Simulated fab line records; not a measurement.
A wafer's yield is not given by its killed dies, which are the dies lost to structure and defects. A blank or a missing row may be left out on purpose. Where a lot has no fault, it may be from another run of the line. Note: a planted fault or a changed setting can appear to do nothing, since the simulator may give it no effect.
fab line records -- flow gf180mcu
record: lots: 14, wafers: 42, last_day: 34
route steps=602 shown SALICIDE@283 M1@315
lots untouched by any fault: they come from a run of this same line in which no faults occurred
start_h: hours from the record's first day to the start of the lot's first wafer shown -- wait_h: time in hours since the lot's previous step -- " repeats the value in the row above -- L1.1+2: a single row standing in for several wafers -- - either no value or no given start -- * or withheld: withheld -- < > ~ a bound
route shown NAME@n: a module of which the file shows steps, and the number in the route of the first -- usual: mean/standard deviation of fault-free wafers -- same: alike in all rows -- chamber/n: place in a boat -- sites: per-site readings -- _std_site: standard deviation of those values -- _edge_site: inner sites' mean taken away from outer sites' mean -- radius_mm: for every site, how far away it sits from the centre of the wafer -- mask NAME#n: copy n -- behind: the last tool/chamber to shape the wafer -- hold: reason for holding the lot/hours on hold/outcome of the hold -- device: which transistor (n, p or np) failed to switch -- end of line: at the end of the route, the tests of the same wafers -- a step given without rows: its recipe and nothing more -- killed: dies lost to structure and defects at the first sort, not the wafer's yield -- map: per-die view of a wafer (x killed, . not killed, _ where there is no die)
set.NAME: the setting that was run; set.NAME@STEP: the one run at that earlier step -- model.NAME: the simulator's own value behind a step, which no gauge read
steps of the route over a sample of lots; a table a step, a row a wafer
services: the hour from which a tool's chamber was out of use, counted from the record's first day as start_h (under 0 if before that day), plus the number of hours and why
== steps ==
step: GF_SALICIDE_THK_MEAS_05
recipe: thk_meas_gauge: xrf, reads: TiN_of_SALICIDE_SPUTTER_03
usual: SALICIDE_TIN_THK: 20.3/0.31
lot.wafer,tool,chamber,start_h,wait_h,SALICIDE_TIN_THK[nm]
L382.2,film_metro-04,-,353.73,0.1,20.2
L382.5,film_metro-04,-,353.73,0.1,20.2
L382.6,film_metro-04,-,353.73,0.1,20.2
L384.1,film_metro-04,-,372.82,0.1,20.2
L384.2,film_metro-04,-,372.82,0.1,20.0
L384.3,film_metro-04,-,372.82,0.1,19.9
L385.2,film_metro-03,-,382.81,0.1,19.9
L385.5,film_metro-03,-,382.81,0.1,20.4
L385.6,film_metro-03,-,382.81,0.1,20.3
L386.1,film_metro-01,-,394.30,0.1,20.3
L386.3,film_metro-01,-,394.30,0.1,20.3
L386.4,film_metro-01,-,394.30,0.1,20.2
L387.1,film_metro-03,-,397.72,0.1,20.7
L387.4,film_metro-03,-,397.72,0.1,20.3
L387.6,film_metro-03,-,397.72,0.1,20.6
L388.3,film_metro-01,-,412.26,0.1,20.4
L388.4,film_metro-01,-,412.26,0.1,19.9
L388.5,film_metro-01,-,412.26,0.1,20.3
L389.1,film_metro-04,-,419.58,0.1,20.8
L389.2,film_metro-04,-,419.58,0.1,20.9
L389.4,film_metro-04,-,419.58,0.1,20.8
L390.1,film_metro-04,-,426.55,0.1,20.5
L390.3,film_metro-04,-,426.55,0.1,20.4
L390.6,film_metro-04,-,426.55,0.1,20.3
L391.3,film_metro-04,-,436.47,0.1,20.9
L391.4,film_metro-04,-,436.47,0.1,21.0
L391.5,film_metro-04,-,436.47,0.1,21.0
L394.1,film_metro-03,-,457.29,0.1,20.2
L394.2,film_metro-03,-,457.29,0.1,20.2
L394.6,film_metro-03,-,457.29,0.1,20.0
L395.3,film_metro-04,-,471.87,0.1,20.8
L395.4,film_metro-04,-,471.87,0.1,20.7
L395.5,film_metro-04,-,471.87,0.1,20.8
L398.3,film_metro-03,-,492.40,0.1,20.6
L398.5,film_metro-03,-,492.40,0.1,20.6
L398.6,film_metro-03,-,492.40,0.1,20.5
L402.2,film_metro-04,-,526.12,0.1,20.1
L402.3,film_metro-04,-,526.12,0.1,20.0
L402.6,film_metro-04,-,526.12,0.1,19.9
L403.2,film_metro-04,-,530.47,0.1,20.4
L403.5,film_metro-04,-,530.47,0.1,20.4
L403.6,film_metro-04,-,530.47,0.1,20.3
step: GF_M1_SPUTTER_00
recipe: material: Ti, target_thk_nm: 37.5, arriving_ion_energy_ev: 80, substrate_temp_c: 200, chamber_pressure_pa: 2, power_w: 4000, time_s: 150
usual: throttle_valve_pct: 30.3/0.84
lot.wafer,tool,chamber,start_h,wait_h,throttle_valve_pct
L382.2,pvd_sputter-04,-,378.40,0.1,30.8
L382.5,pvd_sputter-04,-,378.40,0.1,31.0
L382.6,pvd_sputter-04,-,378.40,0.1,30.4
L384.1,pvd_sputter-01,-,398.04,0.1,31.4
L384.2,pvd_sputter-01,-,398.04,0.1,30.7
L384.3,pvd_sputter-01,-,398.04,0.1,29.5
L385.2,pvd_sputter-02,-,407.84,0.2,30.3
L385.5,pvd_sputter-02,-,407.84,0.2,31.5
L385.6,pvd_sputter-02,-,407.84,0.2,30.7
L386.1,pvd_sputter-01,-,420.59,0.1,31.0
L386.3,pvd_sputter-01,-,420.59,0.1,31.3
L386.4,pvd_sputter-01,-,420.59,0.1,29.5
L387.1,pvd_sputter-02,-,422.95,0.1,29.6
L387.4,pvd_sputter-02,-,422.95,0.1,31.7
L387.6,pvd_sputter-02,-,422.95,0.1,29.0
L388.3,pvd_sputter-02,-,437.94,0.2,29.8
L388.4,pvd_sputter-02,-,437.94,0.2,29.3
L388.5,pvd_sputter-02,-,437.94,0.2,30.5
L389.1,pvd_sputter-02,-,445.54,0.2,29.9
L389.2,pvd_sputter-02,-,445.54,0.2,30.5
L389.4,pvd_sputter-02,-,445.54,0.2,31.7
L390.1,pvd_sputter-01,-,453.04,0.2,29.5
L390.3,pvd_sputter-01,-,453.04,0.2,31.2
L390.6,pvd_sputter-01,-,453.04,0.2,29.7
L391.3,pvd_sputter-04,-,463.09,0.2,29.4
L391.4,pvd_sputter-04,-,463.09,0.2,30.7
L391.5,pvd_sputter-04,-,463.09,0.2,30.3
L394.1,pvd_sputter-01,-,483.54,0.2,31.5
L394.2,pvd_sputter-01,-,483.54,0.2,30.7
L394.6,pvd_sputter-01,-,483.54,0.2,29.6
L395.3,pvd_sputter-02,-,498.09,0.2,30.4
L395.4,pvd_sputter-02,-,498.09,0.2,29.3
L395.5,pvd_sputter-02,-,498.09,0.2,29.6
L398.3,pvd_sputter-01,-,517.75,0.2,31.3
L398.5,pvd_sputter-01,-,517.75,0.2,31.1
L398.6,pvd_sputter-01,-,517.75,0.2,31.6
L402.2,pvd_sputter-02,-,551.34,0.2,31.6
L402.3,pvd_sputter-02,-,551.34,0.2,30.4
L402.6,pvd_sputter-02,-,551.34,0.2,29.7
L403.2,pvd_sputter-02,-,555.04,0.2,31.6
L403.5,pvd_sputter-02,-,555.04,0.2,31.6
L403.6,pvd_sputter-02,-,555.04,0.2,30.8
step: GF_M1_PEB_12
recipe: peb_temp_c: 135, peb_time_s: 90, resist: KrF
usual: chill_plate_temp_C: 22.97/0.1, exhaust_pa: 45.1/0.92
lot.wafer,tool,chamber,start_h,wait_h,chill_plate_temp_C,exhaust_pa
L382.2,litho_track-04,0,401.44,-,23.05,45.9
L382.5,litho_track-04,0,401.44,-,23.08,44.3
L382.6,litho_track-04,0,401.44,-,23.08,45.2
L384.1,litho_track-03,0,421.63,-,22.98,43.4
L384.2,litho_track-03,0,421.63,-,22.91,45.6
L384.3,litho_track-03,0,421.63,-,23.08,46.2
L385.2,litho_track-04,0,431.04,-,23.02,45.4
L385.5,litho_track-04,0,431.04,-,22.82,46.3
L385.6,litho_track-04,0,431.04,-,22.91,44.7
L386.1,litho_track-04,0,444.31,-,22.94,44.8
L386.3,litho_track-04,0,444.31,-,23.01,43.1
L386.4,litho_track-04,0,444.31,-,22.77,43.0
L387.1,litho_track-02,0,447.15,-,22.84,44.2
L387.4,litho_track-02,0,447.15,-,23.02,44.8
L387.6,litho_track-02,0,447.15,-,23.06,45.5
L388.3,litho_track-02,0,462.71,-,23.07,44.1
L388.4,litho_track-02,0,462.71,-,22.93,45.6
L388.5,litho_track-02,0,462.71,-,23.06,45.1
L389.1,litho_track-03,0,469.93,-,23.10,44.1
L389.2,litho_track-03,0,469.93,-,23.11,44.3
L389.4,litho_track-03,0,469.93,-,23.00,44.5
L390.1,litho_track-02,0,476.89,-,22.88,44.8
L390.3,litho_track-02,0,476.89,-,22.91,44.3
L390.6,litho_track-02,0,476.89,-,22.85,45.3
L391.3,litho_track-04,0,486.77,-,23.10,44.4
L391.4,litho_track-04,0,486.77,-,23.05,44.8
L391.5,litho_track-04,0,486.77,-,23.15,43.5
L394.1,litho_track-04,-,506.41,-,-,-
L394.2,litho_track-04,-,506.41,-,-,-
L394.6,litho_track-04,-,506.41,-,-,-
L395.3,litho_track-03,-,521.70,-,-,-
L395.4,litho_track-03,-,521.70,-,-,-
L395.5,litho_track-03,-,521.70,-,-,-
L398.3,litho_track-03,0,540.20,-,22.90,44.2
L398.5,litho_track-03,0,540.20,-,22.96,45.0
L398.6,litho_track-03,0,540.20,-,22.98,44.6
L402.2,litho_track-02,0,572.83,-,22.98,46.8
L402.3,litho_track-02,0,572.83,-,22.94,44.7
L402.6,litho_track-02,0,572.83,-,22.91,45.6
L403.2,litho_track-03,0,576.86,-,22.73,45.5
L403.5,litho_track-03,0,576.86,-,22.97,46.1
L403.6,litho_track-03,0,576.86,-,22.96,44.4
step: GF_M1_STRIP_17
recipe: chemistry: O2/N2, power_w: 1400, pressure_mtorr: 1500, platen_temp_c: 250, o2_flow_sccm: 3000, n2_flow_sccm: 300, overash_fraction: 0.5
usual: chamber_pressure_mTorr: 1499.8/1.5, drypump_motor_current_A: 5.5/0.45, heater_power_w: 320/15, oes_product_au: 0.559/0.0045, strip_time_to_endpoint_s: 7.91/0.036
lot.wafer,tool,chamber,start_h,wait_h,chamber_pressure_mTorr,drypump_motor_current_A,heater_power_w,oes_product_au,rf_hours_counter_h,strip_time_to_endpoint_s
L382.2,plasma_asher-01,0,402.03,0.1,1497.3,5.2,337,0.558,69,7.95
L382.5,plasma_asher-01,1,402.03,0.1,1500.0,5.3,318,0.556,-,7.95
L382.6,plasma_asher-01,0,402.03,0.1,1501.4,5.1,333,0.564,-,7.92
L384.1,plasma_asher-03,0,422.25,0.1,1498.5,5.2,312,0.559,67,7.92
L384.2,plasma_asher-03,1,422.25,0.1,1500.8,5.4,312,0.555,67,7.89
L384.3,plasma_asher-03,1,422.25,0.1,1501.9,5.4,312,0.556,-,7.96
L385.2,plasma_asher-03,0,431.63,0.1,1500.5,5.2,320,0.558,68,7.88
L385.5,plasma_asher-03,1,431.63,0.1,1500.0,5.4,306,0.559,-,7.89
L385.6,plasma_asher-03,0,431.63,0.1,1499.1,5.2,322,0.560,-,7.89
L386.1,plasma_asher-01,1,444.93,0.1,1500.6,5.3,323,0.558,73,7.87
L386.3,plasma_asher-01,0,444.93,0.1,1501.7,5.1,335,0.567,-,7.91
L386.4,plasma_asher-01,1,444.93,0.1,1499.1,5.3,319,0.555,-,7.93
L387.1,plasma_asher-01,1,447.76,0.1,1498.6,5.3,318,0.560,74,7.90
L387.4,plasma_asher-01,0,447.76,0.1,1499.4,5.1,337,0.572,-,7.93
L387.6,plasma_asher-01,1,447.76,0.1,1500.5,5.2,320,0.559,-,7.88
L388.3,plasma_asher-03,1,463.30,0.1,1500.3,5.4,311,0.561,-,7.90
L388.4,plasma_asher-03,0,463.30,0.1,1500.7,5.2,319,0.554,-,7.92
L388.5,plasma_asher-03,0,463.30,0.1,1496.5,5.2,316,0.560,-,7.89
L389.1,plasma_asher-02,0,470.55,0.1,1501.8,6.5,318,0.552,4,7.89
L389.2,plasma_asher-02,1,470.55,0.1,1496.1,6.1,289,0.556,4,7.93
L389.4,plasma_asher-02,1,470.55,0.1,1500.7,6.1,289,0.558,-,7.96
L390.1,plasma_asher-01,0,477.57,0.1,1498.3,5.1,335,0.560,77,7.84
L390.3,plasma_asher-01,0,477.57,0.1,1500.1,5.1,330,0.555,-,7.88
L390.6,plasma_asher-01,0,477.57,0.1,1498.7,5.1,342,0.560,-,7.87
L391.3,plasma_asher-02,1,487.36,0.1,1499.5,6.1,301,0.556,-,7.90
L391.4,plasma_asher-02,0,487.36,0.1,1500.4,6.5,320,0.561,-,7.84
L391.5,plasma_asher-02,0,487.36,0.1,1497.3,6.5,327,0.562,-,7.89
L394.1,plasma_asher-03,1,507.03,0.1,1500.6,5.4,318,0.562,76,7.85
L394.2,plasma_asher-03,0,507.03,0.1,1501.5,5.2,315,0.558,76,7.97
L394.6,plasma_asher-03,1,507.03,0.1,1499.3,5.4,307,0.558,-,7.98
L395.3,plasma_asher-02,1,522.28,0.1,1498.2,6.1,298,0.560,-,7.93
L395.4,plasma_asher-02,0,522.28,0.1,1498.3,6.5,324,0.552,-,7.89
L395.5,plasma_asher-02,1,522.28,0.1,1498.6,6.1,298,0.565,-,7.92
L398.3,plasma_asher-03,0,540.78,0.1,1499.1,5.2,313,0.564,-,7.88
L398.5,plasma_asher-03,1,540.78,0.1,1499.3,5.4,311,0.565,-,7.87
L398.6,plasma_asher-03,0,540.78,0.1,1503.6,5.2,319,0.551,-,7.87
L402.2,plasma_asher-02,1,573.48,0.1,1499.3,6.1,290,0.560,14,7.89
L402.3,plasma_asher-02,0,573.48,0.1,1499.5,6.5,323,0.565,-,7.86
L402.6,plasma_asher-02,0,573.48,0.1,1503.0,6.5,330,0.570,-,7.87
L403.2,plasma_asher-03,0,577.48,0.1,1501.4,5.2,322,0.551,82,7.83
L403.5,plasma_asher-03,0,577.48,0.1,1501.2,5.2,312,0.560,-,7.88
L403.6,plasma_asher-03,1,577.48,0.1,1499.6,5.4,316,0.557,-,7.87
== services ==
tool,chamber,start_h,hours,kind
pvd_sputter-01,-,362.26,17.5,repair
plasma_asher-02,-,368.39,10.8,repair
plasma_asher-01,-,371.61,14.6,pm
pvd_sputter-04,-,380.46,0.7,repair
plasma_asher-01,-,387.41,2.8,pm
pvd_sputter-02,-,391.32,5.3,repair
pvd_sputter-04,-,417.04,0.9,repair
plasma_asher-02,-,421.25,9.0,pm
plasma_asher-02,0,421.25,9.0,vent_cycle
plasma_asher-02,1,421.25,9.0,vent_cycle
plasma_asher-02,0,430.25,-,clean
plasma_asher-02,1,430.25,-,clean
pvd_sputter-02,-,455.40,2.2,repair
pvd_sputter-02,-,466.03,2.0,repair
litho_track-03,-,470.62,-,consumable_replace:filter
plasma_asher-03,-,502.80,1.2,repair
plasma_asher-02,-,503.56,2.8,pm
plasma_asher-01,-,509.49,2.5,repair
pvd_sputter-02,-,525.45,3.6,repair
pvd_sputter-02,-,527.63,2.9,repair
plasma_asher-03,-,555.79,17.4,repair
plasma_asher-02,-,558.28,14.6,pm
== key ==
first_sign: step: GF_M1_PEB_12, reading: tool_record, direction: missing
effect none on later readings
met_at GF_M1_PEB_12
struck_lots L394,L395
later_rows_left_out L394.1,L394.2,L394.6,L395.3,L395.4,L395.5
sort_left_out L394.1,L394.2,L394.6,L395.3,L395.4,L395.5
not_acting_at GF_SALICIDE_THK_MEAS_05,GF_M1_SPUTTER_00,GF_M1_STRIP_17
onset_between 486.77 506.41
fault: kind: skipped_step_whole, tool: litho_track-03,litho_track-04, chamber: -, onset_h: 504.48, steps: GF_M1_PEB_12, scope: struck_lots_only
sort_left_out: the simulated sort isn't trusted on such a fault, so these wafers' sort isn't shown, and their yield isn't known
later_rows_left_out: the simulator's readings of these wafers behind a module that went badly wrong aren't trusted and aren't shown, but for the sort
